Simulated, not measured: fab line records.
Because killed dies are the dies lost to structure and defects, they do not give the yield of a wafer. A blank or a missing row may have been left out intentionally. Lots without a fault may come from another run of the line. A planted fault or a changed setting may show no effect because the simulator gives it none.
Chamber matching | flow sky130 | rie-diel-01 running SKY_VIA1_ETCH_15: 4 sister chambers
The step etches SiO2 in C4F8/O2/Ar, stops on TiN, target depth 351 nm, time 54 s. 16 wafers are shown with their chamber, then 8 later ones without.

## WAFERS, EACH WITH ITS CHAMBER
wafer  | chamber | oes-product-au (a.u.) | bias-w (W)
L080.1 | 2       | 0.974                 | 1196
L080.2 | 3       | 0.981                 | 1208
L080.6 | 3       | 0.976                 | 1201
L082.1 | 3       | 0.987                 | 1203
L082.3 | 2       | 0.977                 | 1202
L082.6 | 0       | 0.984                 | 1203
L084.1 | 2       | 0.975                 | 1200
L084.5 | 0       | 0.985                 | 1200
L084.6 | 3       | 0.997                 | 1196
L085.1 | 2       | 0.967                 | 1195
L085.2 | 3       | 0.985                 | 1200
L085.3 | 1       | 0.965                 | 1203
L088.4 | 2       | 0.988                 | 1198
L088.5 | 1       | 0.982                 | 1202
L088.6 | 0       | 0.982                 | 1197
L092.2 | 0       | 0.994                 | 1197

SIGNATURES, as means of the wafers listed above
reading        | chamber 0 | chamber 1 | chamber 2 | chamber 3 | scatter within a chamber
oes-product-au | 0.98625   | 0.97350   | 0.97620   | 0.98520   | 0.00766
bias-w         | 1199.25   | 1202.50   | 1198.20   | 1201.60   | 3.36
Rule: for a wafer and a chamber, the distance is found by dividing, reading by reading, the gap between the wafer's reading and the chamber's mean by the reading's scatter, squaring, summing and taking the root. The wafer belongs to the nearest chamber; if the next one is less than 2 further off, it can't be placed. The scatter is the square root of a quotient: the sum, over the shown wafers, of each reading's squared deviation from its chamber's mean, divided by wafers minus chambers.

## WAFERS WITH NO CHAMBER GIVEN
wafer  | oes-product-au (a.u.) | bias-w (W)
L092.3 | 0.977                 | 1187
L092.4 | 0.980                 | 1204
L093.3 | 0.980                 | 1201
L093.4 | 0.985                 | 1200
L093.5 | 0.989                 | 1199
L095.2 | 0.978                 | 1208
L095.3 | 0.987                 | 1204
L095.6 | 0.984                 | 1204

## THE CHAMBER EACH PASSED THROUGH
wafer  | from the rows above               | in truth
L092.3 | can't be placed: 2 or 0 or 3 or 1 | 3
L092.4 | can't be placed: 1 or 3 or 0 or 2 | 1
L093.3 | can't be placed: 3 or 1 or 0 or 2 | 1
L093.4 | can't be placed: 0 or 3 or 2 or 1 | 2
L093.5 | can't be placed: 0 or 3 or 2 or 1 | 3
L095.2 | can't be placed: 1 or 3 or 0 or 2 | 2
L095.3 | can't be placed: 3 or 0 or 1 or 2 | 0
L095.6 | can't be placed: 3 or 1 or 0 or 2 | 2
Placed correctly: 0 of 8. Cannot be placed on the basis of these rows: 8; the candidates contain the true chamber in 8. Wrongly placed: 0.
